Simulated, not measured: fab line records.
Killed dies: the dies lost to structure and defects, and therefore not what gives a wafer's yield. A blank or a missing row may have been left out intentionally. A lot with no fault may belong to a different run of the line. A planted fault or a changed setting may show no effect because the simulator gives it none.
fab line records / flow gf180mcu
record: lots: 6 wafers: 18 lastDay: 34
route steps=602 shown M3@410
lots that met no fault: from a run of the same line without faults
startH: hours from the record's first day to the start of the lot's first wafer shown / waitH: hours elapsed since this lot's preceding step / " unchanged from the row above / L1.1+2: several wafers, shown together as one row / - value missing, or start not given / * or withheld: withheld / < > ~ a bound
route shown NAME@n: names a module that has steps shown in the file, with the first one's number in the route / usual: mean/standard deviation of fault-free wafers / same: alike in all rows / chamber/n: place in a boat / sites: readings site by site / _std_site: standard deviation across them / _edge_site: inner sites' mean taken away from outer sites' mean / radiusMm: how far each site lies from the wafer's centre / mask NAME#n: copy n / behind: the last tool/chamber to shape the wafer / hold: why the lot went on hold/how many hours it stayed there/how the hold came to an end / device: the transistor (n, p or np) that didn't switch / end of line: tests run on the same wafers once the route is complete / for a step that has no rows: nothing shown but its recipe / killed: not the wafer's yield, but the dies lost to structure and defects at the first sort / map: dies across one wafer; x = killed, . = not, _ = none there
set.NAME: the setting as run; set.NAME@STEP: as run at that earlier step / model.NAME: the simulator's own value behind a step, which no gauge read
lots at some steps of the route; a table a step, a row a wafer
services: when a tool's chamber went out of use (startH, in hours from the record's first day, below 0 if earlier), for how many hours, and the reason
== steps ==
step: GF_M3_SPUTTER_01
recipe: material: TiN targetThkNm: 30 powerW: 6500 timeS: 25 chamberPressurePa: 0.4
usual: cathodeDcPowerW: 6499.9/1.1 throttleValvePct: 29.8/1.2
lot.wafer=L542.1 tool=pvdSputter-03 chamber=- startH=494.37 waitH=0.1 cathodeDcPowerW=6498.4 throttleValvePct=29.7
lot.wafer=L542.2 tool=pvdSputter-03 chamber=- startH=494.37 waitH=0.1 cathodeDcPowerW=6499.6 throttleValvePct=30.3
lot.wafer=L542.3 tool=pvdSputter-03 chamber=- startH=494.37 waitH=0.1 cathodeDcPowerW=6499.0 throttleValvePct=28.6
lot.wafer=L545.4 tool=pvdSputter-03 chamber=- startH=524.68 waitH=0.1 cathodeDcPowerW=6500.6 throttleValvePct=29.7
lot.wafer=L545.5 tool=pvdSputter-03 chamber=- startH=524.68 waitH=0.1 cathodeDcPowerW=6499.2 throttleValvePct=30.5
lot.wafer=L545.6 tool=pvdSputter-03 chamber=- startH=524.68 waitH=0.1 cathodeDcPowerW=6498.4 throttleValvePct=29.2
lot.wafer=L546.1 tool=pvdSputter-01 chamber=- startH=534.48 waitH=0.1 cathodeDcPowerW=6499.7 throttleValvePct=30.2
lot.wafer=L546.2 tool=pvdSputter-01 chamber=- startH=534.48 waitH=0.1 cathodeDcPowerW=6503.0 throttleValvePct=31.5
lot.wafer=L546.5 tool=pvdSputter-01 chamber=- startH=534.48 waitH=0.1 cathodeDcPowerW=6501.2 throttleValvePct=30.0
lot.wafer=L559.2 tool=pvdSputter-03 chamber=- startH=633.72 waitH=0.1 cathodeDcPowerW=6501.3 throttleValvePct=30.7
lot.wafer=L559.5 tool=pvdSputter-03 chamber=- startH=633.72 waitH=0.1 cathodeDcPowerW=6500.7 throttleValvePct=28.7
lot.wafer=L559.6 tool=pvdSputter-03 chamber=- startH=633.72 waitH=0.1 cathodeDcPowerW=6500.2 throttleValvePct=30.5
lot.wafer=L560.1 tool=pvdSputter-01 chamber=- startH=637.35 waitH=0.1 cathodeDcPowerW=6500.9 throttleValvePct=28.6
lot.wafer=L560.4 tool=pvdSputter-01 chamber=- startH=637.35 waitH=0.1 cathodeDcPowerW=6500.0 throttleValvePct=28.9
lot.wafer=L560.5 tool=pvdSputter-01 chamber=- startH=637.35 waitH=0.1 cathodeDcPowerW=6502.5 throttleValvePct=28.4
lot.wafer=L562.1 tool=pvdSputter-02 chamber=- startH=650.36 waitH=0.1 cathodeDcPowerW=6500.7 throttleValvePct=29.2
lot.wafer=L562.5 tool=pvdSputter-02 chamber=- startH=650.36 waitH=0.1 cathodeDcPowerW=6502.9 throttleValvePct=29.3
lot.wafer=L562.6 tool=pvdSputter-02 chamber=- startH=650.36 waitH=0.1 cathodeDcPowerW=6500.0 throttleValvePct=32.1
step: GF_M3_SPUTTER_02
recipe: material: AlCu targetThkNm: 450 powerW: 10600 timeS: 23.9 chamberPressurePa: 0.4
usual: cathodeDcPowerW: 10600/2.1 throttleValvePct: 29.8/1.2
lot.wafer=L542.1 tool=pvdSputter-03 chamber=- startH=494.40 waitH=0.0 cathodeDcPowerW=10602 throttleValvePct=29.6
lot.wafer=L542.2 tool=pvdSputter-03 chamber=- startH=494.40 waitH=0.0 cathodeDcPowerW=10599 throttleValvePct=30.0
lot.wafer=L542.3 tool=pvdSputter-03 chamber=- startH=494.40 waitH=0.0 cathodeDcPowerW=10604 throttleValvePct=28.6
lot.wafer=L545.4 tool=pvdSputter-03 chamber=- startH=524.71 waitH=0.0 cathodeDcPowerW=10596 throttleValvePct=29.6
lot.wafer=L545.5 tool=pvdSputter-03 chamber=- startH=524.71 waitH=0.0 cathodeDcPowerW=10598 throttleValvePct=30.2
lot.wafer=L545.6 tool=pvdSputter-03 chamber=- startH=524.71 waitH=0.0 cathodeDcPowerW=10597 throttleValvePct=29.1
lot.wafer=L546.1 tool=pvdSputter-01 chamber=- startH=534.51 waitH=0.0 cathodeDcPowerW=10602 throttleValvePct=30.2
lot.wafer=L546.2 tool=pvdSputter-01 chamber=- startH=534.51 waitH=0.0 cathodeDcPowerW=10601 throttleValvePct=31.0
lot.wafer=L546.5 tool=pvdSputter-01 chamber=- startH=534.51 waitH=0.0 cathodeDcPowerW=10603 throttleValvePct=30.1
lot.wafer=L559.2 tool=pvdSputter-03 chamber=- startH=633.75 waitH=0.0 cathodeDcPowerW=10604 throttleValvePct=30.3
lot.wafer=L559.5 tool=pvdSputter-03 chamber=- startH=633.75 waitH=0.0 cathodeDcPowerW=10599 throttleValvePct=28.8
lot.wafer=L559.6 tool=pvdSputter-03 chamber=- startH=633.75 waitH=0.0 cathodeDcPowerW=10600 throttleValvePct=30.1
lot.wafer=L560.1 tool=pvdSputter-01 chamber=- startH=637.38 waitH=0.0 cathodeDcPowerW=10599 throttleValvePct=28.6
lot.wafer=L560.4 tool=pvdSputter-01 chamber=- startH=637.38 waitH=0.0 cathodeDcPowerW=10595 throttleValvePct=28.8
lot.wafer=L560.5 tool=pvdSputter-01 chamber=- startH=637.38 waitH=0.0 cathodeDcPowerW=10599 throttleValvePct=28.8
lot.wafer=L562.1 tool=pvdSputter-02 chamber=- startH=650.39 waitH=0.0 cathodeDcPowerW=10604 throttleValvePct=29.2
lot.wafer=L562.5 tool=pvdSputter-02 chamber=- startH=650.39 waitH=0.0 cathodeDcPowerW=10601 throttleValvePct=29.3
lot.wafer=L562.6 tool=pvdSputter-02 chamber=- startH=650.39 waitH=0.0 cathodeDcPowerW=10603 throttleValvePct=32.0
step: GF_M3_SPUTTER_03
recipe: material: Ti targetThkNm: 10 substrateTempC: 300 chamberPressurePa: 0.3 powerW: 3000 timeS: 6.7
usual: cathodeDcPowerW: 3000.0/0.54 throttleValvePct: 29.7/1.2
lot.wafer=L542.1 tool=pvdSputter-03 chamber=- startH=494.43 waitH=0.0 cathodeDcPowerW=3000.4 throttleValvePct=29.5
lot.wafer=L542.2 tool=pvdSputter-03 chamber=- startH=494.43 waitH=0.0 cathodeDcPowerW=3000.5 throttleValvePct=30.2
lot.wafer=L542.3 tool=pvdSputter-03 chamber=- startH=494.43 waitH=0.0 cathodeDcPowerW=2999.4 throttleValvePct=28.8
lot.wafer=L545.4 tool=pvdSputter-03 chamber=- startH=524.74 waitH=0.0 cathodeDcPowerW=2999.3 throttleValvePct=29.6
lot.wafer=L545.5 tool=pvdSputter-03 chamber=- startH=524.74 waitH=0.0 cathodeDcPowerW=2999.8 throttleValvePct=30.2
lot.wafer=L545.6 tool=pvdSputter-03 chamber=- startH=524.74 waitH=0.0 cathodeDcPowerW=2998.8 throttleValvePct=29.4
lot.wafer=L546.1 tool=pvdSputter-01 chamber=- startH=534.54 waitH=0.0 cathodeDcPowerW=2999.8 throttleValvePct=30.2
lot.wafer=L546.2 tool=pvdSputter-01 chamber=- startH=534.54 waitH=0.0 cathodeDcPowerW=3000.8 throttleValvePct=31.1
lot.wafer=L546.5 tool=pvdSputter-01 chamber=- startH=534.54 waitH=0.0 cathodeDcPowerW=3000.2 throttleValvePct=30.2
lot.wafer=L559.2 tool=pvdSputter-03 chamber=- startH=633.78 waitH=0.0 cathodeDcPowerW=3000.3 throttleValvePct=30.5
lot.wafer=L559.5 tool=pvdSputter-03 chamber=- startH=633.78 waitH=0.0 cathodeDcPowerW=3000.1 throttleValvePct=28.6
lot.wafer=L559.6 tool=pvdSputter-03 chamber=- startH=633.78 waitH=0.0 cathodeDcPowerW=2998.9 throttleValvePct=30.3
lot.wafer=L560.1 tool=pvdSputter-01 chamber=- startH=637.41 waitH=0.0 cathodeDcPowerW=2999.7 throttleValvePct=28.7
lot.wafer=L560.4 tool=pvdSputter-01 chamber=- startH=637.41 waitH=0.0 cathodeDcPowerW=2999.6 throttleValvePct=28.7
lot.wafer=L560.5 tool=pvdSputter-01 chamber=- startH=637.41 waitH=0.0 cathodeDcPowerW=3000.0 throttleValvePct=28.4
lot.wafer=L562.1 tool=pvdSputter-02 chamber=- startH=650.42 waitH=0.0 cathodeDcPowerW=3000.6 throttleValvePct=29.3
lot.wafer=L562.5 tool=pvdSputter-02 chamber=- startH=650.42 waitH=0.0 cathodeDcPowerW=3000.3 throttleValvePct=29.2
lot.wafer=L562.6 tool=pvdSputter-02 chamber=- startH=650.42 waitH=0.0 cathodeDcPowerW=3000.2 throttleValvePct=32.0
step: GF_M3_SPUTTER_04
recipe: material: TiN targetThkNm: 50 powerW: 6500 timeS: 41.7 chamberPressurePa: 0.4
usual: cathodeDcPowerW: 6500.1/1.1 throttleValvePct: 29.8/1.2
lot.wafer=L542.1 tool=pvdSputter-03 chamber=- startH=494.45 waitH=0.0 cathodeDcPowerW=6500.2 throttleValvePct=29.6
lot.wafer=L542.2 tool=pvdSputter-03 chamber=- startH=494.45 waitH=0.0 cathodeDcPowerW=6500.5 throttleValvePct=30.6
lot.wafer=L542.3 tool=pvdSputter-03 chamber=- startH=494.45 waitH=0.0 cathodeDcPowerW=6499.5 throttleValvePct=28.6
lot.wafer=L545.4 tool=pvdSputter-03 chamber=- startH=524.76 waitH=0.0 cathodeDcPowerW=6499.8 throttleValvePct=29.3
lot.wafer=L545.5 tool=pvdSputter-03 chamber=- startH=524.76 waitH=0.0 cathodeDcPowerW=6499.4 throttleValvePct=30.4
lot.wafer=L545.6 tool=pvdSputter-03 chamber=- startH=524.76 waitH=0.0 cathodeDcPowerW=6499.3 throttleValvePct=29.0
lot.wafer=L546.1 tool=pvdSputter-01 chamber=- startH=534.56 waitH=0.0 cathodeDcPowerW=6501.2 throttleValvePct=30.0
lot.wafer=L546.2 tool=pvdSputter-01 chamber=- startH=534.56 waitH=0.0 cathodeDcPowerW=6499.5 throttleValvePct=31.2
lot.wafer=L546.5 tool=pvdSputter-01 chamber=- startH=534.56 waitH=0.0 cathodeDcPowerW=6500.3 throttleValvePct=30.2
lot.wafer=L559.2 tool=pvdSputter-03 chamber=- startH=633.80 waitH=0.0 cathodeDcPowerW=6500.1 throttleValvePct=30.3
lot.wafer=L559.5 tool=pvdSputter-03 chamber=- startH=633.80 waitH=0.0 cathodeDcPowerW=6498.7 throttleValvePct=28.9
lot.wafer=L559.6 tool=pvdSputter-03 chamber=- startH=633.80 waitH=0.0 cathodeDcPowerW=6500.9 throttleValvePct=30.5
lot.wafer=L560.1 tool=pvdSputter-01 chamber=- startH=637.43 waitH=0.0 cathodeDcPowerW=6498.0 throttleValvePct=28.5
lot.wafer=L560.4 tool=pvdSputter-01 chamber=- startH=637.43 waitH=0.0 cathodeDcPowerW=6501.2 throttleValvePct=28.9
lot.wafer=L560.5 tool=pvdSputter-01 chamber=- startH=637.43 waitH=0.0 cathodeDcPowerW=6500.2 throttleValvePct=28.8
lot.wafer=L562.1 tool=pvdSputter-02 chamber=- startH=650.45 waitH=0.0 cathodeDcPowerW=6498.3 throttleValvePct=29.5
lot.wafer=L562.5 tool=pvdSputter-02 chamber=- startH=650.45 waitH=0.0 cathodeDcPowerW=6499.2 throttleValvePct=29.3
lot.wafer=L562.6 tool=pvdSputter-02 chamber=- startH=650.45 waitH=0.0 cathodeDcPowerW=6500.4 throttleValvePct=32.1
step: GF_M3_RS_MEAS_05
recipe: thkMeasGauge: four-point-probe reads: TiN_of_M3_SPUTTER_04+Ti_of_M3_SPUTTER_03+AlCu_of_M3_SPUTTER_02+TiN_of_M3_SPUTTER_01+Ti_of_M3_SPUTTER_00
usual: M3_ALCU_RS: 0.0694/0.00093
lot.wafer=L542.1 tool=filmMetro-03 chamber=- startH=494.49 waitH=0.0 M3_ALCU_RS[ohm/sq]=0.0692
lot.wafer=L542.2 tool=filmMetro-03 chamber=- startH=494.49 waitH=0.0 M3_ALCU_RS[ohm/sq]=0.0701
lot.wafer=L542.3 tool=filmMetro-03 chamber=- startH=494.49 waitH=0.0 M3_ALCU_RS[ohm/sq]=0.0698
lot.wafer=L545.4 tool=filmMetro-02 chamber=- startH=524.86 waitH=0.1 M3_ALCU_RS[ohm/sq]=0.0691
lot.wafer=L545.5 tool=filmMetro-02 chamber=- startH=524.86 waitH=0.1 M3_ALCU_RS[ohm/sq]=0.0700
lot.wafer=L545.6 tool=filmMetro-02 chamber=- startH=524.86 waitH=0.1 M3_ALCU_RS[ohm/sq]=0.0695
lot.wafer=L546.1 tool=filmMetro-02 chamber=- startH=534.60 waitH=0.0 M3_ALCU_RS[ohm/sq]=0.0688
lot.wafer=L546.2 tool=filmMetro-02 chamber=- startH=534.60 waitH=0.0 M3_ALCU_RS[ohm/sq]=0.0692
lot.wafer=L546.5 tool=filmMetro-02 chamber=- startH=534.60 waitH=0.0 M3_ALCU_RS[ohm/sq]=0.0687
lot.wafer=L559.2 tool=filmMetro-04 chamber=- startH=633.86 waitH=0.0 M3_ALCU_RS[ohm/sq]=0.0683
lot.wafer=L559.5 tool=filmMetro-04 chamber=- startH=633.86 waitH=0.0 M3_ALCU_RS[ohm/sq]=0.0682
lot.wafer=L559.6 tool=filmMetro-04 chamber=- startH=633.86 waitH=0.0 M3_ALCU_RS[ohm/sq]=0.0690
lot.wafer=L560.1 tool=filmMetro-02 chamber=- startH=637.47 waitH=0.0 M3_ALCU_RS[ohm/sq]=0.0684
lot.wafer=L560.4 tool=filmMetro-02 chamber=- startH=637.47 waitH=0.0 M3_ALCU_RS[ohm/sq]=0.0675
lot.wafer=L560.5 tool=filmMetro-02 chamber=- startH=637.47 waitH=0.0 M3_ALCU_RS[ohm/sq]=0.0684
lot.wafer=L562.1 tool=filmMetro-03 chamber=- startH=650.49 waitH=0.0 M3_ALCU_RS[ohm/sq]=0.0706
lot.wafer=L562.5 tool=filmMetro-03 chamber=- startH=650.49 waitH=0.0 M3_ALCU_RS[ohm/sq]=0.0702
lot.wafer=L562.6 tool=filmMetro-03 chamber=- startH=650.49 waitH=0.0 M3_ALCU_RS[ohm/sq]=0.0698
step: GF_M3_THK_MEAS_06
recipe: thkMeasGauge: xrf reads: AlCu_of_M3_SPUTTER_02
usual: M3_ALCU_THK: 458/6.4
lot.wafer=L542.1 tool=filmMetro-03 chamber=- startH=494.61 waitH=0.1 M3_ALCU_THK[nm]=460
lot.wafer=L542.2 tool=filmMetro-03 chamber=- startH=494.61 waitH=0.1 M3_ALCU_THK[nm]=452
lot.wafer=L542.3 tool=filmMetro-03 chamber=- startH=494.61 waitH=0.1 M3_ALCU_THK[nm]=454
lot.wafer=L545.4 tool=filmMetro-02 chamber=- startH=524.95 waitH=0.1 M3_ALCU_THK[nm]=458
lot.wafer=L545.5 tool=filmMetro-02 chamber=- startH=524.95 waitH=0.1 M3_ALCU_THK[nm]=452
lot.wafer=L545.6 tool=filmMetro-02 chamber=- startH=524.95 waitH=0.1 M3_ALCU_THK[nm]=459
lot.wafer=L546.1 tool=filmMetro-02 chamber=- startH=534.72 waitH=0.1 M3_ALCU_THK[nm]=462
lot.wafer=L546.2 tool=filmMetro-02 chamber=- startH=534.72 waitH=0.1 M3_ALCU_THK[nm]=459
lot.wafer=L546.5 tool=filmMetro-02 chamber=- startH=534.72 waitH=0.1 M3_ALCU_THK[nm]=462
lot.wafer=L559.2 tool=filmMetro-04 chamber=- startH=633.97 waitH=0.1 M3_ALCU_THK[nm]=463
lot.wafer=L559.5 tool=filmMetro-04 chamber=- startH=633.97 waitH=0.1 M3_ALCU_THK[nm]=465
lot.wafer=L559.6 tool=filmMetro-04 chamber=- startH=633.97 waitH=0.1 M3_ALCU_THK[nm]=461
lot.wafer=L560.1 tool=filmMetro-02 chamber=- startH=637.59 waitH=0.1 M3_ALCU_THK[nm]=465
lot.wafer=L560.4 tool=filmMetro-02 chamber=- startH=637.59 waitH=0.1 M3_ALCU_THK[nm]=471
lot.wafer=L560.5 tool=filmMetro-02 chamber=- startH=637.59 waitH=0.1 M3_ALCU_THK[nm]=465
lot.wafer=L562.1 tool=filmMetro-03 chamber=- startH=650.61 waitH=0.1 M3_ALCU_THK[nm]=449
lot.wafer=L562.5 tool=filmMetro-03 chamber=- startH=650.61 waitH=0.1 M3_ALCU_THK[nm]=451
lot.wafer=L562.6 tool=filmMetro-03 chamber=- startH=650.61 waitH=0.1 M3_ALCU_THK[nm]=454
step: GF_M3_DEHYDRATE_07
recipe: tempC: 200 timeS: 60
step: GF_M3_HMDS_08
recipe: primeTimeS: 60 primeTempC: 120
step: GF_M3_COAT_09
recipe: resist: KrF spinRpm: withheld resistThkNm: 1000
step: GF_M3_SOFTBAKE_10
recipe: tempC: 130 timeS: 60 resist: KrF
step: GF_M3_EXPOSE_11
recipe: maskId: Metal3 targetCdNm: 280 na: 0.68 sourceShape: conventional sigmaOuter: 0.6 doseMj: 28
step: GF_M3_PEB_12
recipe: pebTempC: 135 pebTimeS: 90 resist: KrF
step: GF_M3_DEVELOP_13
recipe: developTimeS: 60 devTempC: 21
usual: chillPlateTempC: 23.01/0.11 developTimeS: 60/0
lot.wafer=L542.1 tool=lithoTrack-01 chamber=0 startH=517.80 waitH=0.2 chillPlateTempC=22.81 developTimeS=60 model.KrF_of_M3_COAT_09.thkNm=983.8
lot.wafer=L542.2 tool=lithoTrack-01 chamber=0 startH=517.80 waitH=0.2 chillPlateTempC=22.89 developTimeS=60 model.KrF_of_M3_COAT_09.thkNm=986.4
lot.wafer=L542.3 tool=lithoTrack-01 chamber=0 startH=517.80 waitH=0.2 chillPlateTempC=22.92 developTimeS=60 model.KrF_of_M3_COAT_09.thkNm=984.2
lot.wafer=L545.4 tool=lithoTrack-01 chamber=- startH=547.38 waitH=0.1 chillPlateTempC=- developTimeS=- model.KrF_of_M3_COAT_09.thkNm=997.6
lot.wafer=L545.5 tool=lithoTrack-01 chamber=- startH=547.38 waitH=0.1 chillPlateTempC=- developTimeS=- model.KrF_of_M3_COAT_09.thkNm=999.1
lot.wafer=L545.6 tool=lithoTrack-01 chamber=- startH=547.38 waitH=0.1 chillPlateTempC=- developTimeS=- model.KrF_of_M3_COAT_09.thkNm=997.5
lot.wafer=L546.1 tool=lithoTrack-03 chamber=- startH=556.60 waitH=0.2 chillPlateTempC=- developTimeS=- model.KrF_of_M3_COAT_09.thkNm=998.2
lot.wafer=L546.2 tool=lithoTrack-03 chamber=- startH=556.60 waitH=0.2 chillPlateTempC=- developTimeS=- model.KrF_of_M3_COAT_09.thkNm=996.2
lot.wafer=L546.5 tool=lithoTrack-03 chamber=- startH=556.60 waitH=0.2 chillPlateTempC=- developTimeS=- model.KrF_of_M3_COAT_09.thkNm=998.7
lot.wafer=L559.2 tool=lithoTrack-04 chamber=0 startH=652.85 waitH=0.2 chillPlateTempC=22.92 developTimeS=60 model.KrF_of_M3_COAT_09.thkNm=987.1
lot.wafer=L559.5 tool=lithoTrack-04 chamber=0 startH=652.85 waitH=0.2 chillPlateTempC=22.72 developTimeS=60 model.KrF_of_M3_COAT_09.thkNm=986
lot.wafer=L559.6 tool=lithoTrack-04 chamber=0 startH=652.85 waitH=0.2 chillPlateTempC=22.90 developTimeS=60 model.KrF_of_M3_COAT_09.thkNm=983.4
lot.wafer=L560.1 tool=lithoTrack-04 chamber=0 startH=656.92 waitH=0.2 chillPlateTempC=22.96 developTimeS=60 model.KrF_of_M3_COAT_09.thkNm=984
lot.wafer=L560.4 tool=lithoTrack-04 chamber=0 startH=656.92 waitH=0.2 chillPlateTempC=22.98 developTimeS=60 model.KrF_of_M3_COAT_09.thkNm=982.8
lot.wafer=L560.5 tool=lithoTrack-04 chamber=0 startH=656.92 waitH=0.2 chillPlateTempC=22.85 developTimeS=60 model.KrF_of_M3_COAT_09.thkNm=984.4
lot.wafer=L562.1 tool=lithoTrack-03 chamber=0 startH=669.70 waitH=0.2 chillPlateTempC=23.01 developTimeS=60 model.KrF_of_M3_COAT_09.thkNm=987.1
lot.wafer=L562.5 tool=lithoTrack-03 chamber=0 startH=669.70 waitH=0.2 chillPlateTempC=23.15 developTimeS=60 model.KrF_of_M3_COAT_09.thkNm=985.7
lot.wafer=L562.6 tool=lithoTrack-03 chamber=0 startH=669.70 waitH=0.2 chillPlateTempC=22.98 developTimeS=60 model.KrF_of_M3_COAT_09.thkNm=985.4
step: GF_M3_CD_MEAS_14
recipe: targetCdNm: 280
usual: cdNm: 279.6/1.5
lot.wafer=L542.1 tool=cdSem-02 chamber=- startH=517.95 waitH=0.1 cdNm=277.6
lot.wafer=L542.2 tool=cdSem-02 chamber=- startH=517.95 waitH=0.1 cdNm=277.7
lot.wafer=L542.3 tool=cdSem-02 chamber=- startH=517.95 waitH=0.1 cdNm=276.2
lot.wafer=L545.4 tool=cdSem-01 chamber=- startH=547.51 waitH=0.1 cdNm=-
lot.wafer=L545.5 tool=cdSem-01 chamber=- startH=547.51 waitH=0.1 cdNm=-
lot.wafer=L545.6 tool=cdSem-01 chamber=- startH=547.51 waitH=0.1 cdNm=-
lot.wafer=L546.1 tool=cdSem-01 chamber=- startH=556.80 waitH=0.2 cdNm=-
lot.wafer=L546.2 tool=cdSem-01 chamber=- startH=556.80 waitH=0.2 cdNm=-
lot.wafer=L546.5 tool=cdSem-01 chamber=- startH=556.80 waitH=0.2 cdNm=-
lot.wafer=L559.2 tool=cdSem-01 chamber=- startH=653.03 waitH=0.2 cdNm=282.2
lot.wafer=L559.5 tool=cdSem-01 chamber=- startH=653.03 waitH=0.2 cdNm=281.6
lot.wafer=L559.6 tool=cdSem-01 chamber=- startH=653.03 waitH=0.2 cdNm=281.7
lot.wafer=L560.1 tool=cdSem-02 chamber=- startH=657.07 waitH=0.1 cdNm=281.7
lot.wafer=L560.4 tool=cdSem-02 chamber=- startH=657.07 waitH=0.1 cdNm=281.0
lot.wafer=L560.5 tool=cdSem-02 chamber=- startH=657.07 waitH=0.1 cdNm=281.3
lot.wafer=L562.1 tool=cdSem-02 chamber=- startH=669.85 waitH=0.1 cdNm=278.3
lot.wafer=L562.5 tool=cdSem-02 chamber=- startH=669.85 waitH=0.1 cdNm=278.3
lot.wafer=L562.6 tool=cdSem-02 chamber=- startH=669.85 waitH=0.1 cdNm=278.7
== services ==
tool=pvdSputter-02 chamber=1 startH=489.11 hours=- kind=consumableReplace:kit
tool=pvdSputter-02 chamber=1 startH=489.11 hours=18.0 kind=scheduledDown
tool=pvdSputter-02 chamber=1 startH=489.11 hours=18.0 kind=ventCycle
tool=pvdSputter-01 chamber=- startH=540.42 hours=8.2 kind=repair
tool=pvdSputter-02 chamber=- startH=547.18 hours=3.6 kind=repair
tool=pvdSputter-03 chamber=2 startH=580.08 hours=- kind=consumableReplace:kit
tool=pvdSputter-03 chamber=2 startH=580.08 hours=18.0 kind=scheduledDown
tool=pvdSputter-03 chamber=2 startH=580.08 hours=18.0 kind=ventCycle
tool=pvdSputter-02 chamber=0 startH=613.92 hours=- kind=consumableReplace:kit
tool=pvdSputter-02 chamber=0 startH=613.92 hours=18.0 kind=scheduledDown
tool=pvdSputter-02 chamber=0 startH=613.92 hours=18.0 kind=ventCycle
tool=pvdSputter-01 chamber=- startH=626.53 hours=2.6 kind=repair
tool=pvdSputter-01 chamber=2 startH=640.95 hours=- kind=consumableReplace:kit
tool=pvdSputter-01 chamber=2 startH=640.95 hours=18.0 kind=scheduledDown
tool=pvdSputter-01 chamber=2 startH=640.95 hours=18.0 kind=ventCycle
tool=pvdSputter-01 chamber=- startH=647.07 hours=8.6 kind=repair
== key ==
firstSign: step: GF_M3_DEVELOP_13 reading: toolRecord direction: missing
effect none on later readings
modelEffect: step: GF_M3_DEVELOP_13 value: KrF_of_M3_COAT_09.thkNm without: 982.9 struck: 997.9
metAt GF_M3_DEVELOP_13
struckWafers L545.4,L545.5,L545.6,L546.1,L546.2,L546.5
laterRowsLeftOut L545.4,L545.5,L545.6,L546.1,L546.2,L546.5
sortLeftOut L545.4,L545.5,L545.6,L546.1,L546.2,L546.5
onsetBetween 517.80 547.38
fault: kind: skippedStepWhole tool: lithoTrack-01,lithoTrack-03 chamber: - onsetH: 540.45 steps: GF_M3_DEVELOP_13 scope: struckLotsOnly
sortLeftOut: the simulated sort isn't trusted on such a fault, so these wafers' sort isn't shown, and their yield isn't known
laterRowsLeftOut: the simulator's readings of these wafers behind a module that went badly wrong aren't trusted and aren't shown, but for the sort
